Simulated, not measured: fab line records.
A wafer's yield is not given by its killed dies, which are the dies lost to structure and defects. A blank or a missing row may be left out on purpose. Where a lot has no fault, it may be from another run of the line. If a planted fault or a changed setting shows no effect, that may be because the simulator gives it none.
Code-filled problem report in 8D (eight disciplines) form / flow sky130 / the parts of the form that need people (team, actions taken, sign-off) are left out

## 1. PROBLEM STATEMENT
Wafers with no fault read 15 with a standard deviation of 4, whereas killed_at_front_end at SKY_PAD_OPEN_PROBE_99 reads a mean of 335 on 1 wafer of 1 lot. Relative to the usual mean, that is a shift of +80 standard deviations.
Earliest sighting: wafer L341.4 on prober-02 at day 48 08:14. The record has a number at this step for 17 wafers belonging to 6 lots. The rule behind "out" and "out of limits": a value lying over 4 standard deviations away from the usual mean. Any other wafer with a number is counted as sound.

## 2. WHAT IT IS AND WHAT IT IS NOT
question=which readings at this step | is=killed_at_front_end, killed_dies, killed_on_rim | is not=killed_at_M0_to_M3, killed_at_M4_up, killed_at_contacts, killed_at_other, killed_open, killed_short
question=which lots | is=L341 | is not=L334, L336, L337, L353, L356
question=which wafers of those lots | is=L341.4 | is not=L341.2
question=read on which tools | is=prober-02 | is not=prober-01
question=when | is=from day 48 08:14 | is not=up to then (10 sound wafers); but 6 sound wafers of L353, L356 came after

## 3. WHAT RULES OUT EACH SUSPECT
Counting: a tool at a process step up to the reading stays a suspect if it ran every lot that is out. Sound lots after the first of them don't rule it out here, since some wafers of a struck lot are sound.
- rie_diel-03 at SKY_POLY_CUT_ETCH_11 (etches Si3N4 in CF4/CH2F2/Ar, stops on poly-Si, time 42.5 s, target depth 60 nm): kept. L341, the lot that is out, went through it at day 27 22:34; up to then, the latest sound lot through it was L336 at day 25 16:04.
- pecvd-01 at SKY_PASSIVATION_CVD_00 (deposits SiO2, target thk 90 nm): kept. L341, the lot that is out, went through it at day 46 14:16; up to then, the latest sound lot through it was L336 at day 44 21:16.
- plasma_asher-02 at SKY_PASSIVATION_STRIP_12 (strips in O2/N2): kept. It ran the lot that is out, L341 (day 47 10:30).
- prober-02 at SKY_PAD_OPEN_PROBE_99: kept. L341, the lot that is out, went through it at day 48 08:08; up to then, the latest sound lot through it was L336 at day 46 17:16. Its own killed_at_front_end, killed_dies, killed_on_rim readings are out on those wafers.
- At SKY_POLY_CUT_ETCH_11 on rie_diel-03, chamber 1 took the sound wafers of the same lots and chamber 2 took the wafers that are out.
Left after counting: rie_diel-03 at SKY_POLY_CUT_ETCH_11, pecvd-01 at SKY_PASSIVATION_CVD_00, plasma_asher-02 at SKY_PASSIVATION_STRIP_12, prober-02 at SKY_PAD_OPEN_PROBE_99.

## 4. THE CAUSE (what the simulator had put in)
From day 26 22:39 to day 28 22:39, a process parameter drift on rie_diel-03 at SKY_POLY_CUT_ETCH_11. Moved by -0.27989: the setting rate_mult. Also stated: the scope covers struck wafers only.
This tool is one of the 4 suspects left after counting.

## 5. THE EFFECT CHAIN, in route order
Rows list readings where the struck wafers' mean (over those with a number) sits beyond 3 standard deviations from the usual. Only readings whose record carries a usual standard deviation are examined. hours: median over the lots of the time between each lot's start at the first step of this table that gives one and its start at this step. sigmas: the change, counted in usual standard deviations.
hours=0; step=SKY_POLY_CUT_ETCH_11; reading=oes_product_au; usual=0.831 a.u.; on struck wafers=0.811; change=-0.020; sigmas=-3.2
hours=490; step=SKY_PAD_OPEN_PROBE_99; reading=killed_at_front_end; usual=15; on struck wafers=335; change=+320; sigmas=+80
hours=490; step=SKY_PAD_OPEN_PROBE_99; reading=killed_dies; usual=87; on struck wafers=397; change=+310; sigmas=+34
hours=490; step=SKY_PAD_OPEN_PROBE_99; reading=killed_on_rim; usual=17; on struck wafers=95; change=+78; sigmas=+22
Here are the process steps it includes:
- SKY_POLY_CUT_ETCH_11: etches Si3N4 in CF4/CH2F2/Ar, stops on poly-Si, time 42.5 s, target depth 60 nm.
- SKY_PAD_OPEN_PROBE_99

## 6. WHAT WOULD HAVE CAUGHT IT SOONER
First out-of-limits reading in this record: day 48 08:14, which is 514 hours after fault onset at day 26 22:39.
An alarm limit of 4 standard deviations would not have fired on the tool readings at SKY_POLY_CUT_ETCH_11 for which the record gives a usual standard deviation, since none of them was out on any struck wafer.
All the lots that are out (1) had begun SKY_POLY_CUT_ETCH_11 on rie_diel-03 by day 48 08:14. Had the tool been put on hold then, not one of them would have been saved.
